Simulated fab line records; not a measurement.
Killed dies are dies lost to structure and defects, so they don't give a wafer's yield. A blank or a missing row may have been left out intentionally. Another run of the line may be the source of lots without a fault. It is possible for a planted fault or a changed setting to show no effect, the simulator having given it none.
Code-filled problem report in 8D (eight disciplines) form | flow sky130 | the parts of the form that need people (team, actions taken, sign-off) are left out

== 1. THE ISSUE ==
VIA3_HDPCVD_THK at SKY_VIA3_THK_MEAS_01 reads a mean of 1480 nm on 2 wafers of 1 lot; wafers without a fault read 1630 nm with a standard deviation of 15. That is -10 standard deviations from the usual mean.
First seen on wafer L282.3, day 41 23:04, on film_metro-01. The record has a number at this step for 15 wafers belonging to 5 lots. Rule for "out" (also "out of limits"): further than 4 standard deviations from the usual mean. The other wafers with a number count as sound.

== 2. WHAT IT IS, AND WHAT IT ISN'T ==
question                    | is                | is not
which readings at this step | VIA3_HDPCVD_THK   | -
which lots                  | L282              | L271, L274, L292, L293
which wafers of those lots  | L282.3, L282.4    | L282.1
read on which gauges        | film_metro-01     | film_metro-02, film_metro-03
when                        | from day 41 23:04 | up to then (7 sound wafers); but 6 sound wafers of L292, L293 came after

== 3. SUSPECTS, AND WHAT RULES EACH OUT ==
Counting: any tool at a process step up to the reading remains a suspect provided it ran every lot that is out. Sound lots after the first of them don't rule it out here, since some wafers of a struck lot are sound.
- the gauge at SKY_VIA3_THK_MEAS_01: ruled out. All the wafers that are out were read on film_metro-01, but those of them that SKY_VIA3_HDPCVD_00 has rows for are out there too, on other tools.
- rie_metal-01 at SKY_METAL3_ETCH_16 (etches BARC in N2/H2, stops on SiO2, time 88.2 s, target depth 60 nm): kept. It ran the lot that is out, L282 (day 41 22:00).
- rie_diel-04 at SKY_METAL3_ETCH_17 (etches SiO2 in C4F8/O2/Ar, stops on TiN, time 3.9 s, target depth 15 nm): kept. It processed L282, the lot that is out, at day 41 22:06, and its most recent sound lot before then was L274 at day 39 23:23.
- rie_metal-03 at SKY_METAL3_METAL_ETCH_18 (etches the open film in Cl2/BCl3, stops on SiO2, target depth 845 nm, time 183.1 s): kept. It ran the lot that is out, L282 (day 41 22:07).
- plasma_asher-01 at SKY_METAL3_STRIP_19 (strips in O2/N2): kept. It ran the lot that is out, L282 (day 41 22:18).
- hdpcvd-01 at SKY_VIA3_HDPCVD_00 (deposits SiO2, target thk 1635 nm, time 272.5 s): kept. It processed L282, the lot that is out, at day 41 22:53, and its most recent sound lot before then was L274 at day 40 00:11. Its own readings are out on those wafers: run_length_s.
- Within rie_diel-04 at SKY_METAL3_ETCH_17: the wafers that are out ran in chambers 1, 3; their sound lot-mates ran in chamber 0.
- At SKY_VIA3_HDPCVD_00 on hdpcvd-01, chamber 0 took the sound wafers of the same lots and chamber 2 took the wafers that are out.
Left after counting: rie_metal-01 at SKY_METAL3_ETCH_16, rie_diel-04 at SKY_METAL3_ETCH_17, rie_metal-03 at SKY_METAL3_METAL_ETCH_18, plasma_asher-01 at SKY_METAL3_STRIP_19, hdpcvd-01 at SKY_VIA3_HDPCVD_00.

== 4. THE CAUSE (what the simulator had put in) ==
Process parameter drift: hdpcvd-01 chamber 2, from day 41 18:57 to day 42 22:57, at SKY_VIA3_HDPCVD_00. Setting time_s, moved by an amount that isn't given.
Counting left 5 suspects, and this tool is among them.

== 5. SEQUENCE OF EFFECTS, ordered by route ==
One row per reading whose mean, taken over the struck wafers that have a number, lies over 3 standard deviations from the usual. Only readings for which the record gives a usual standard deviation are gone through. hours: the time from each lot's start at the first step in this table that gives one to its start at this step, as a median over the lots. sigmas: the change in usual standard deviations.
hours | step                 | reading         | usual   | on struck wafers | change | sigmas
0     | SKY_VIA3_HDPCVD_00   | run_length_s    | 300.1 s | 276.1            | -24.0  | -61
0     | SKY_VIA3_THK_MEAS_01 | VIA3_HDPCVD_THK | 1630 nm | 1480             | -150   | -10
Process steps it contains:
- SKY_VIA3_HDPCVD_00: deposits SiO2, target thk 1635 nm, time 272.5 s.

== 6. HOW IT WOULD HAVE BEEN CAUGHT EARLIER ==
4 hours passed between the start of the fault at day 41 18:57 and the first reading out of limits at a measuring or inspecting step in this record, taken at day 41 23:04.
At SKY_VIA3_HDPCVD_00, the tool's own readings (run_length_s) were out on each struck wafer the step has a row for, so an alarm limit on them would have fired on the first such wafer.
The start of SKY_VIA3_HDPCVD_00 on hdpcvd-01 came by day 41 23:04 for every one of the lots that are out (1). Holding the tool at that point would not have protected any of them.
